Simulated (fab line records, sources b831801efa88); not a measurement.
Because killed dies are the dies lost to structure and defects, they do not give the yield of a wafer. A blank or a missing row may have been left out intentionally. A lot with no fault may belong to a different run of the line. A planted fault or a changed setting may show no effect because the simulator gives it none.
fab line records + flow sky130
record
- lots=12
- wafers=36
- last-day=51
route steps=708 shown SONOS_TUNNEL@162 LDD_P@257 LDD_HVN@274 LDD_LDN@296
lots that met no fault: from a run of the same line without faults
start-h: start of the lot's first displayed wafer, in hours after the record's first day + wait-h: time in hours since the lot's previous step + " the same as in the row above + L1.1+2: a single row standing in for several wafers + - either no value or no given start + * or withheld: withheld + < > ~ a bound
route shown NAME@n: names a module that has steps shown in the file, with the first one's number in the route + usual: mean and standard deviation over wafers with no fault + same: alike in all rows + chamber/n: place in a boat + sites: each site's reading + _std_site: the standard deviation of these + _edge_site: the outer-site mean with the inner-site mean subtracted + radius-mm: how far each site lies from the wafer's centre + mask NAME#n: copy n + behind: the last tool/chamber to shape the wafer + hold: reason for holding the lot/hours on hold/outcome of the hold + device: whichever transistor did not switch (one of n, p or np) + end of line: at the end of the route, the tests of the same wafers + a step with no rows: only its recipe + killed: dies that structure and defects cost at the first sort, which is not the same as the wafer's yield + map: per-die view of a wafer (x killed, . not killed, _ where there is no die)
set.NAME: the setting as run; set.NAME@STEP: as run at that earlier step + model.NAME: the simulator's own value behind a step, which no gauge read
the route's steps for a sample of lots (tables are steps, rows are wafers)
services: from which hour (start-h, from the record's first day; less than 0 if before it) a tool's chamber was out of use, for how many hours, and why
## steps
# step SKY_SONOS_TUNNEL_OVL_MEAS_08
# usual
- SONOS_TUNNEL_OVL=0.7/1.4
| lot.wafer | tool       | chamber | start-h | wait-h | SONOS_TUNNEL_OVL[nm] |
|-----------|------------|---------|---------|--------|----------------------|
| L358.1    | overlay-01 | -       | 247.64  | 0.1    | -2.2                 |
| L358.2    | "          | -       | "       | "      | -0.7                 |
| L358.3    | "          | -       | "       | "      | -2.9                 |
| L360.1    | overlay-01 | -       | 276.64  | 0.1    | -1.0                 |
| L360.5    | "          | -       | "       | "      | 0.3                  |
| L360.6    | "          | -       | "       | "      | -2.2                 |
| L364.3    | overlay-02 | -       | 290.05  | 0.1    | 1.6                  |
| L364.5    | "          | -       | "       | "      | 2.4                  |
| L364.6    | "          | -       | "       | "      | 2.0                  |
| L365.1    | overlay-02 | -       | 307.89  | 0.1    | 1.3                  |
| L365.3    | "          | -       | "       | "      | 1.2                  |
| L365.6    | "          | -       | "       | "      | 0.1                  |
| L366.2    | overlay-01 | -       | 309.90  | 0.1    | -0.1                 |
| L366.4    | "          | -       | "       | "      | 3.6                  |
| L366.5    | "          | -       | "       | "      | 2.3                  |
| L367.1    | overlay-01 | -       | 317.29  | 0.1    | 0.0                  |
| L367.2    | "          | -       | "       | "      | -0.8                 |
| L367.5    | "          | -       | "       | "      | -0.5                 |
| L368.3    | overlay-02 | -       | 318.80  | 0.1    | 2.2                  |
| L368.4    | "          | -       | "       | "      | 1.9                  |
| L368.6    | "          | -       | "       | "      | 2.6                  |
| L370.2    | overlay-01 | -       | 343.19  | 0.1    | 0.2                  |
| L370.4    | "          | -       | "       | "      | 0.4                  |
| L370.6    | "          | -       | "       | "      | -0.4                 |
| L371.3    | overlay-01 | -       | 349.70  | 0.1    | 1.6                  |
| L371.4    | "          | -       | "       | "      | 3.6                  |
| L371.6    | "          | -       | "       | "      | 0.8                  |
| L374.1    | overlay-01 | -       | 377.19  | 0.1    | 2.5                  |
| L374.3    | "          | -       | "       | "      | 0.8                  |
| L374.4    | "          | -       | "       | "      | -0.5                 |
| L377.1    | overlay-02 | -       | 401.89  | 0.1    | 1.7                  |
| L377.2    | "          | -       | "       | "      | 0.1                  |
| L377.3    | "          | -       | "       | "      | 1.8                  |
| L381.1    | overlay-01 | -       | 458.79  | 0.1    | 0.7                  |
| L381.2    | "          | -       | "       | "      | 1.8                  |
| L381.4    | "          | -       | "       | "      | 1.6                  |
# step SKY_LDD_P_COAT_02
# recipe
- resist=NOVOLAK
- spin-rpm=3000
- resist-thk-nm=1140
# usual
- spin-speed-rpm=3000.2/2.1
| lot.wafer | tool           | chamber | start-h | wait-h | spin-speed-rpm |
|-----------|----------------|---------|---------|--------|----------------|
| L358.1    | litho-track-03 | 0       | 409.81  | 0.1    | 2997.1         |
| L358.2    | "              | 0       | "       | "      | 2998.2         |
| L358.3    | "              | 0       | "       | "      | 3001.0         |
| L360.1    | litho-track-04 | 0       | 445.81  | 0.1    | 2999.9         |
| L360.5    | "              | 0       | "       | "      | 3003.9         |
| L360.6    | "              | 0       | "       | "      | 3000.4         |
| L364.3    | litho-track-04 | 0       | 466.31  | 0.1    | 3001.3         |
| L364.5    | "              | 0       | "       | "      | 2998.2         |
| L364.6    | "              | 0       | "       | "      | 2999.9         |
| L365.1    | litho-track-04 | 0       | 482.71  | 0.1    | 2998.3         |
| L365.3    | "              | 0       | "       | "      | 3000.1         |
| L365.6    | "              | 0       | "       | "      | 2996.7         |
| L366.2    | litho-track-04 | 0       | 493.88  | 0.1    | 2997.8         |
| L366.4    | "              | 0       | "       | "      | 3000.4         |
| L366.5    | "              | 0       | "       | "      | 2999.8         |
| L368.3    | litho-track-03 | 0       | 499.36  | 0.1    | 2998.8         |
| L368.4    | "              | 0       | "       | "      | 3002.1         |
| L368.6    | "              | 0       | "       | "      | 3000.9         |
| L367.1    | litho-track-01 | 0       | 501.86  | 0.1    | 3004.1         |
| L367.2    | "              | 0       | "       | "      | 3002.1         |
| L367.5    | "              | 0       | "       | "      | 3002.1         |
| L370.2    | litho-track-04 | 0       | 525.18  | 0.1    | 3003.8         |
| L370.4    | "              | 0       | "       | "      | 2998.5         |
| L370.6    | "              | 0       | "       | "      | 2999.9         |
| L371.3    | litho-track-03 | 0       | 533.06  | 0.1    | 3000.9         |
| L371.4    | "              | 0       | "       | "      | 3002.0         |
| L371.6    | "              | 0       | "       | "      | 3001.5         |
| L374.1    | litho-track-03 | 0       | 560.86  | 0.1    | 3146.5         |
| L374.3    | "              | 0       | "       | "      | 3146.7         |
| L374.4    | "              | 0       | "       | "      | 3145.0         |
| L377.1    | litho-track-03 | 0       | 587.16  | 0.1    | 3145.1         |
| L377.2    | "              | 0       | "       | "      | 3143.7         |
| L377.3    | "              | 0       | "       | "      | 3146.4         |
| L381.1    | litho-track-04 | 0       | 641.26  | 0.1    | 3004.8         |
| L381.2    | "              | 0       | "       | "      | 3001.0         |
| L381.4    | "              | 0       | "       | "      | 3002.6         |
# step SKY_LDD_P_STRIP_10
# recipe
- chemistry=O2/N2
- power-w=1400
- pressure-mtorr=1500
- platen-temp-c=withheld
- o2-flow-sccm=3000
- n2-flow-sccm=300
- overash-fraction=0.5
# usual
- chamber-pressure-mTorr=1499.9/1.5
- drypump-motor-current-A=5.8/0.45
- o2-flow-sccm=3000/8.3
- oes-product-au=0.716/0.0046
- strip-time-to-endpoint-s=14.16/0.039
| lot.wafer | tool            | chamber | start-h | wait-h | chamber-pressure-mTorr | drypump-motor-current-A | o2-flow-sccm | oes-product-au | rf-hours-counter-h | strip-time-to-endpoint-s |
|-----------|-----------------|---------|---------|--------|------------------------|-------------------------|--------------|----------------|--------------------|--------------------------|
| L358.1    | plasma-asher-01 | 0       | 425.66  | 0.1    | 1499.2                 | 5.5                     | 2998         | 0.715          | 72                 | 14.14                    |
| L358.2    | "               | 1       | "       | "      | 1498.0                 | 5.9                     | 3004         | 0.713          | 72                 | 14.14                    |
| L358.3    | "               | 0       | "       | "      | 1498.8                 | 5.5                     | 3003         | 0.717          | -                  | 14.07                    |
| L360.1    | plasma-asher-02 | 0       | 461.76  | 0.1    | 1497.8                 | 5.7                     | 2994         | 0.717          | 36                 | 14.04                    |
| L360.5    | "               | 1       | "       | "      | 1499.8                 | 4.9                     | 2986         | 0.713          | -                  | 14.13                    |
| L360.6    | "               | 0       | "       | "      | 1497.0                 | 5.7                     | 2996         | 0.720          | -                  | 14.10                    |
| L364.3    | plasma-asher-02 | 1       | 482.15  | 0.1    | 1499.7                 | 4.9                     | 2993         | 0.714          | -                  | 14.10                    |
| L364.5    | "               | 0       | "       | "      | 1499.9                 | 5.7                     | 2999         | 0.712          | -                  | 14.13                    |
| L364.6    | "               | 1       | "       | "      | 1498.9                 | 4.9                     | 2995         | 0.713          | -                  | 14.11                    |
| L365.1    | plasma-asher-04 | 0       | 498.71  | 0.1    | 1498.4                 | 6.5                     | 3008         | 0.719          | 7                  | 14.16                    |
| L365.3    | "               | 1       | "       | "      | 1499.6                 | 5.9                     | 3013         | 0.709          | -                  | 14.17                    |
| L365.6    | "               | 1       | "       | "      | 1500.7                 | 6.0                     | 3004         | 0.717          | -                  | 14.19                    |
| L366.2    | plasma-asher-01 | 0       | 509.82  | 0.1    | 1500.7                 | 5.5                     | 3000         | 0.721          | 80                 | 14.15                    |
| L366.4    | "               | 1       | "       | "      | 1499.3                 | 5.9                     | 2995         | 0.711          | -                  | 14.18                    |
| L366.5    | "               | 1       | "       | "      | 1499.3                 | 5.9                     | 3004         | 0.719          | -                  | 14.16                    |
| L368.3    | plasma-asher-04 | 1       | 516.15  | 0.1    | 1499.4                 | 6.0                     | 2997         | 0.711          | -                  | 14.17                    |
| L368.4    | "               | 0       | "       | "      | 1499.7                 | 6.4                     | 2996         | 0.714          | -                  | 14.13                    |
| L368.6    | "               | 0       | "       | "      | 1500.3                 | 6.4                     | 2999         | 0.720          | -                  | 14.20                    |
| L367.1    | plasma-asher-01 | 0       | 518.66  | 0.1    | 1499.7                 | 5.6                     | 2997         | 0.711          | 81                 | 14.17                    |
| L367.2    | "               | 1       | "       | "      | 1502.5                 | 5.9                     | 3009         | 0.711          | 81                 | 14.17                    |
| L367.5    | "               | 1       | "       | "      | 1500.4                 | 5.9                     | 3009         | 0.714          | -                  | 14.17                    |
| L370.2    | plasma-asher-04 | 1       | 540.43  | 0.1    | 1500.3                 | 6.0                     | 3008         | 0.715          | 11                 | 14.24                    |
| L370.4    | "               | 0       | "       | "      | 1498.8                 | 6.4                     | 2999         | 0.714          | -                  | 14.17                    |
| L370.6    | "               | 0       | "       | "      | 1498.6                 | 6.5                     | 3005         | 0.725          | -                  | 14.18                    |
| L371.3    | plasma-asher-04 | 1       | 548.40  | 0.1    | 1499.0                 | 6.0                     | 2992         | 0.722          | -                  | 14.10                    |
| L371.4    | "               | 0       | "       | "      | 1500.2                 | 6.4                     | 3001         | 0.713          | -                  | 14.18                    |
| L371.6    | "               | 1       | "       | "      | 1498.3                 | 6.0                     | 2987         | 0.714          | -                  | 14.11                    |
| L374.1    | plasma-asher-04 | 1       | 575.81  | 0.1    | 1501.4                 | 5.9                     | 3013         | 0.712          | 15                 | 13.83                    |
| L374.3    | "               | 1       | "       | "      | 1501.3                 | 6.0                     | 3008         | 0.716          | -                  | 13.85                    |
| L374.4    | "               | 0       | "       | "      | 1499.6                 | 6.5                     | 3003         | 0.714          | -                  | 13.86                    |
| L377.1    | plasma-asher-04 | 0       | 602.06  | 0.1    | 1501.7                 | 6.4                     | 2995         | 0.711          | 18                 | 13.86                    |
| L377.2    | "               | 1       | "       | "      | 1501.6                 | 6.0                     | 2994         | 0.716          | 18                 | 13.79                    |
| L377.3    | "               | 1       | "       | "      | 1499.1                 | 6.0                     | 3012         | 0.727          | -                  | 13.86                    |
| L381.1    | plasma-asher-02 | 1       | 655.67  | 0.1    | 1499.5                 | 4.9                     | 2990         | 0.715          | 55                 | 14.16                    |
| L381.2    | "               | 0       | "       | "      | 1501.6                 | 5.7                     | 3004         | 0.711          | 55                 | 14.12                    |
| L381.4    | "               | 0       | "       | "      | 1501.0                 | 5.7                     | 3003         | 0.716          | -                  | 14.09                    |
# step SKY_LDD_HVN_OVL_MEAS_07
# usual
- LDD_HVN_OVL=1.4/1.3
| lot.wafer | tool       | chamber | start-h | wait-h | LDD_HVN_OVL[nm] |
|-----------|------------|---------|---------|--------|-----------------|
| L358.1    | overlay-01 | -       | 456.47  | 0.1    | 1.9             |
| L358.2    | "          | -       | "       | "      | -0.4            |
| L358.3    | "          | -       | "       | "      | 1.0             |
| L360.1    | overlay-02 | -       | 492.91  | 0.1    | 1.1             |
| L360.5    | "          | -       | "       | "      | 1.5             |
| L360.6    | "          | -       | "       | "      | 0.3             |
| L364.3    | overlay-01 | -       | 512.87  | 0.1    | 1.3             |
| L364.5    | "          | -       | "       | "      | 1.8             |
| L364.6    | "          | -       | "       | "      | 1.6             |
| L365.1    | overlay-02 | -       | 528.86  | 0.1    | 1.5             |
| L365.3    | "          | -       | "       | "      | 0.9             |
| L365.6    | "          | -       | "       | "      | 0.7             |
| L366.2    | overlay-01 | -       | 540.33  | 0.1    | 2.0             |
| L366.4    | "          | -       | "       | "      | 3.2             |
| L366.5    | "          | -       | "       | "      | 2.3             |
| L368.3    | overlay-02 | -       | 545.98  | 0.1    | 0.6             |
| L368.4    | "          | -       | "       | "      | 1.5             |
| L368.6    | "          | -       | "       | "      | 0.1             |
| L367.1    | overlay-01 | -       | 548.36  | 0.1    | 0.2             |
| L367.2    | "          | -       | "       | "      | 1.3             |
| L367.5    | "          | -       | "       | "      | -1.2            |
| L370.2    | overlay-01 | -       | 569.11  | 0.1    | 1.8             |
| L370.4    | "          | -       | "       | "      | 3.3             |
| L370.6    | "          | -       | "       | "      | 1.3             |
| L371.3    | overlay-01 | -       | 576.98  | 0.1    | -0.6            |
| L371.4    | "          | -       | "       | "      | 1.4             |
| L371.6    | "          | -       | "       | "      | -1.0            |
| L374.1    | overlay-02 | -       | 605.76  | 0.1    | -0.6            |
| L374.3    | "          | -       | "       | "      | 0.6             |
| L374.4    | "          | -       | "       | "      | 0.9             |
| L377.1    | overlay-02 | -       | 631.91  | 0.1    | -0.1            |
| L377.2    | "          | -       | "       | "      | -0.5            |
| L377.3    | "          | -       | "       | "      | 1.3             |
| L381.1    | overlay-02 | -       | 683.51  | 0.1    | 2.3             |
| L381.2    | "          | -       | "       | "      | 1.7             |
| L381.4    | "          | -       | "       | "      | 2.2             |
# step SKY_LDD_LDN_OVL_MEAS_07
# usual
- LDD_LDN_OVL=-0.7/1.2
| lot.wafer | tool       | chamber | start-h | wait-h | LDD_LDN_OVL[nm] |
|-----------|------------|---------|---------|--------|-----------------|
| L358.1    | overlay-02 | -       | 518.67  | 0.1    | -0.8            |
| L358.2    | "          | -       | "       | "      | -2.4            |
| L358.3    | "          | -       | "       | "      | 0.1             |
| L360.1    | overlay-01 | -       | 554.52  | 0.1    | -0.8            |
| L360.5    | "          | -       | "       | "      | 0.7             |
| L360.6    | "          | -       | "       | "      | -1.0            |
| L364.3    | overlay-02 | -       | 571.48  | 0.1    | 0.2             |
| L364.5    | "          | -       | "       | "      | 1.7             |
| L364.6    | "          | -       | "       | "      | -1.5            |
| L365.1    | overlay-02 | -       | 587.27  | 0.1    | 0.8             |
| L365.3    | "          | -       | "       | "      | -1.1            |
| L365.6    | "          | -       | "       | "      | 1.4             |
| L366.2    | overlay-02 | -       | 599.37  | 0.1    | -2.0            |
| L366.4    | "          | -       | "       | "      | -0.8            |
| L366.5    | "          | -       | "       | "      | -1.9            |
| L368.3    | overlay-01 | -       | 604.48  | 0.1    | -2.9            |
| L368.4    | "          | -       | "       | "      | 0.5             |
| L368.6    | "          | -       | "       | "      | -1.9            |
| L367.1    | overlay-02 | -       | 607.81  | 0.1    | -2.2            |
| L367.2    | "          | -       | "       | "      | -1.9            |
| L367.5    | "          | -       | "       | "      | -1.5            |
| L370.2    | overlay-02 | -       | 628.62  | 0.1    | -2.2            |
| L370.4    | "          | -       | "       | "      | 0.0             |
| L370.6    | "          | -       | "       | "      | -3.3            |
| L371.3    | overlay-01 | -       | 635.62  | 0.1    | -1.3            |
| L371.4    | "          | -       | "       | "      | -1.1            |
| L371.6    | "          | -       | "       | "      | -2.6            |
| L374.1    | overlay-01 | -       | 662.46  | 0.1    | 1.5             |
| L374.3    | "          | -       | "       | "      | -1.4            |
| L374.4    | "          | -       | "       | "      | -0.1            |
| L377.1    | overlay-01 | -       | 688.21  | 0.1    | -0.2            |
| L377.2    | "          | -       | "       | "      | -0.3            |
| L377.3    | "          | -       | "       | "      | 1.1             |
| L381.1    | overlay-01 | -       | 739.61  | 0.1    | 0.7             |
| L381.2    | "          | -       | "       | "      | -0.4            |
| L381.4    | "          | -       | "       | "      | 0.8             |
## services
| tool            | chamber | start-h | hours | kind                      |
|-----------------|---------|---------|-------|---------------------------|
| plasma-asher-04 | -       | 405.42  | 1.8   | repair                    |
| plasma-asher-04 | -       | 421.25  | 9.0   | pm                        |
| plasma-asher-04 | 0       | 421.25  | 9.0   | vent-cycle                |
| plasma-asher-04 | 1       | 421.25  | 9.0   | vent-cycle                |
| plasma-asher-04 | 0       | 430.25  | -     | clean                     |
| plasma-asher-04 | 1       | 430.25  | -     | clean                     |
| plasma-asher-01 | -       | 453.39  | 2.4   | repair                    |
| plasma-asher-01 | -       | 470.93  | 2.8   | pm                        |
| plasma-asher-02 | -       | 479.13  | 0.7   | repair                    |
| litho-track-01  | -       | 582.17  | -     | consumable-replace:filter |
| plasma-asher-04 | -       | 595.26  | 1.8   | repair                    |
| plasma-asher-04 | -       | 614.38  | 3.8   | repair                    |
## key
first-sign
- step=SKY_LDD_P_COAT_02
- reading=spin-speed-rpm
- direction=up
- sigmas=70
- usual=3000.2
- struck=3145.6
effect
- step=SKY_LDD_P_STRIP_10
- reading=strip-time-to-endpoint-s
- direction=down
- sigmas=8.2
- usual=*
- struck=*
met-at SKY_LDD_P_COAT_02
struck-lots L374,L377
tester-left-out L374,L377
not-acting-at SKY_SONOS_TUNNEL_OVL_MEAS_08,SKY_LDD_HVN_OVL_MEAS_07,SKY_LDD_LDN_OVL_MEAS_07
onset-between 533.06 560.86
fault
- kind=process-parameter-drift
- tool=litho-track-03
- chamber=-
- onset-h=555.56
- steps=SKY_LDD_P_COAT_02
- channel=spin-rpm
- offset=145.57
- shape=step
- end-h=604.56
- acts-in=these-recipes-only
- stated=3000
# tester-left-out: of these lots the tester's yield and bins aren't shown, on N5 and GAA mostly nor the transistor test; their killed dies are dies lost to structure and defects alone, not to doping, threshold or leakage, so they don't give the yield
